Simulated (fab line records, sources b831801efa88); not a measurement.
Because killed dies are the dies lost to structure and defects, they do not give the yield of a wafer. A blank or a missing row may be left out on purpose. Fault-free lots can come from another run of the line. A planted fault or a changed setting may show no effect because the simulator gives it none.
What tool caused it? | flow sky130 | 10 lots, 30 wafers sampled, at 3 steps of a route of 708

WHAT THE GAUGES SHOWED, per wafer
SKY_VIA4_RS_MEAS_19: uses a four-point probe to measure.
lot  | measured     | on            | VIA4_W_RS (ohm/sq)
L559 | day 44 01:09 | film metro-01 | 0.2235 0.2238 0.2253
L558 | day 44 01:43 | film metro-03 | 0.2248 0.2264 0.2282
L562 | day 44 18:59 | film metro-03 | 0.2287 0.2245 0.2300
L564 | day 45 17:39 | film metro-03 | 0.2261 0.2276 0.2260
L565 | day 45 22:13 | film metro-03 | 0.2268 0.2267 0.2258
L567 | day 45 23:34 | film metro-01 | 58.266 57.705 57.809
L568 | day 46 14:42 | film metro-03 | 59.731 58.627 58.627
L577 | day 48 21:04 | film metro-04 | 0.2297 0.2254 0.2249
L578 | day 49 01:19 | film metro-03 | 0.2306 0.2219 0.2267
L579 | day 49 08:25 | film metro-01 | 0.2283 0.2256 0.2244

WHICH TOOL RAN EACH LOT (tool, then ch and the chambers of the sampled wafers, then the start)
lot  | SKY_VIA4_STRIP_13                    | SKY_VIA4_CVD_18
L559 | plasma asher-02 ch 0,1, day 44 00:20 | cvd w-01 ch 0,1, day 44 00:59
L558 | plasma asher-04 ch 0,1, day 44 00:54 | cvd w-02 ch 0,1, day 44 01:34
L562 | plasma asher-04 ch 0,1, day 44 18:09 | cvd w-01 ch 0,1, day 44 18:50
L564 | plasma asher-01 ch 0,1, day 45 16:50 | cvd w-01 ch 0,1, day 45 17:31
L565 | plasma asher-02 ch 1, day 45 21:24   | cvd w-02 ch 0, day 45 22:04
L567 | plasma asher-02 ch 1, day 45 22:21   | cvd w-01 ch 0,1, day 45 23:25
L568 | plasma asher-02 ch 0,1, day 46 13:21 | cvd w-01 ch 0,1, day 46 14:34
L577 | plasma asher-04 ch 0, day 48 20:07   | cvd w-02 ch 0,1, day 48 20:55
L578 | plasma asher-01 ch 0,1, day 49 00:29 | cvd w-02 ch 0,1, day 49 01:08
L579 | plasma asher-02 ch 0,1, day 49 07:24 | cvd w-01 ch 0,1, day 49 08:16
- SKY_VIA4_STRIP_13: strips in O2/N2.
- SKY_VIA4_CVD_18: deposits W, target thk 505 nm, time 152.14 s.

THE ANSWER, worked out from the rows above alone
Rule: usual is defined by the lots themselves. Put in order of their means at a reading, lots are off if they are a third of the lots or fewer, leave a main group of 4 or more, and stand apart from it by a gap of 3 or more times the standard deviation of the main group's means; of several such gaps the widest counts. A main group whose means are all the same, to the digits that the tables above print for the reading, isn't used. A lot without any number at a reading at which 4 lots or more have one is off too. All remaining lots with rows at the step are treated as sound.
Off: L567, L568, seen at SKY_VIA4_RS_MEAS_19 (VIA4_W_RS). Mean 0.2263 ohm/sq and standard deviation 0.00092 in the main group.
A tool fits if, at a process step before that reading, it ran every lot that is off, and no sound lot after the first of them. Those tools and the gauges at SKY_VIA4_RS_MEAS_19 are tried in the same way. No candidate that was tried fits.

WHAT THE SIMULATOR HAD PUT IN
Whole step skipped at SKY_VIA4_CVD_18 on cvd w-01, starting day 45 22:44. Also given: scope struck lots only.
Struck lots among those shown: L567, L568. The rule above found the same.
